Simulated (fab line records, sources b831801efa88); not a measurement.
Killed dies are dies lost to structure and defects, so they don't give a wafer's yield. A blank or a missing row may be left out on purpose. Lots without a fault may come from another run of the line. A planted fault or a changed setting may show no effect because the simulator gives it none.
One fault seen from 2 desks | flow sky130 | each desk has only its own numbers; what lay behind them comes last

THE METROLOGY DESK
What the gauges read, lot by lot, whatever tool the lot ran on: means of the sampled wafers that have a number. A lot is out of limits, marked OUT, if its mean lies more than 4 standard deviations from the usual mean; the brackets give that distance.
Columns: A = NWELL_OXIDATION_THK at SKY_NWELL_THK_MEAS_02, usual 9.92 nm
lot  | first seen here | A
L401 | day 2 16:16     | 9.84
L402 | day 3 03:22     | 9.68
L403 | day 3 10:34     | 9.97
L404 | day 3 10:35     | 9.49
L406 | day 3 18:40     | 9.60
L409 | day 4 07:22     | 9.99
L410 | day 4 11:39     | 12.07 (+11) OUT
L411 | day 4 16:23     | 12.02 (+10) OUT
L412 | day 4 22:48     | 9.89
L415 | day 5 13:19     | 10.06
L417 | day 5 22:40     | 10.00
L419 | day 6 09:28     | 10.01
L420 | day 6 16:11     | 9.67
L422 | day 7 02:28     | 9.83
This desk's finding: out of limits on L410, L411; first on L410, day 4 11:39 (NWELL_OXIDATION_THK at SKY_NWELL_THK_MEAS_02). In limits: L401, L402, L403, L404, L406, L409, L412, L415, L417, L419, L420, L422.

THE TOOL OWNER'S DESK: furnace-02
The tool's own readings at SKY_NWELL_OXIDATION_01 (stabilise 600 s, purge 300 s, target thk 10 nm): means of the sampled wafers that have a number, for each lot that ran on this tool. A lot is out of limits, marked OUT, if its mean lies more than 4 standard deviations from the usual mean; the brackets give that distance. Of its 8 readings 7 are shown: the one that was out of limits first, and those that lie furthest out on some lot.
Columns: A = spike_tc_bottom_C at SKY_NWELL_OXIDATION_01, usual 916.0 C; B = spike_tc_centre_C at SKY_NWELL_OXIDATION_01, usual 900.1 C; C = spike_tc_lower_C at SKY_NWELL_OXIDATION_01, usual 900.4 C; D = spike_tc_top_C at SKY_NWELL_OXIDATION_01, usual 913.1 C; E = spike_tc_upper_C at SKY_NWELL_OXIDATION_01, usual 899.8 C; F = tube_center_temp_C at SKY_NWELL_OXIDATION_01, usual 899.99 C; G = tube_center_temp_C_max at SKY_NWELL_OXIDATION_01, usual 902.3
lot  | first seen here | A               | B               | C               | D               | E               | F                        | G
L403 | day 3 09:11     | 916.6           | 899.9           | 899.0           | 912.7           | 899.3           | 900.02                   | 902.6
L404 | day 3 09:11     | 915.5           | 901.2           | 900.1           | 912.5           | 899.7           | 899.95                   | 902.3
L406 | day 3 17:15     | 916.1           | 901.1           | 899.5           | 911.7           | 900.7           | 899.97                   | 902.2
L409 | day 4 05:56     | 915.5           | 900.3           | 899.5           | 912.0           | 900.0           | 900.06                   | 902.0
L410 | day 4 10:14     | 935.4 (+19) OUT | 919.5 (+18) OUT | 917.9 (+13) OUT | 930.9 (+13) OUT | 919.8 (+21) OUT | 918.80 (+99 or more) OUT | 921.3 (+49) OUT
L411 | day 4 14:59     | 936.1 (+20) OUT | 919.3 (+17) OUT | 918.7 (+13) OUT | 931.7 (+13) OUT | 919.1 (+20) OUT | 918.77 (+99 or more) OUT | 921.1 (+48) OUT
This desk's finding: out of limits on L410, L411; first on L410, day 4 10:14 (spike_tc_bottom_C at SKY_NWELL_OXIDATION_01). In limits: L403, L404, L406, L409.

PUT TOGETHER
The tool owner's desk could have raised an alarm at day 4 10:14, on L410, L411.
The metrology desk could have raised an alarm at day 4 11:39, on L410, L411.
Of the lots named, all ran SKY_NWELL_OXIDATION_01 on furnace-02.

WHAT THE SIMULATOR HAD PUT IN
Process parameter drift: furnace-02, from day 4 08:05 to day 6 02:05, at SKY_NWELL_OXIDATION_01. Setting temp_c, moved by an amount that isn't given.
Lots struck among those shown: L410, L411.
Hours from the fault's start to each desk's first reading out of limits: the tool owner's desk, 2; the metrology desk, 4.
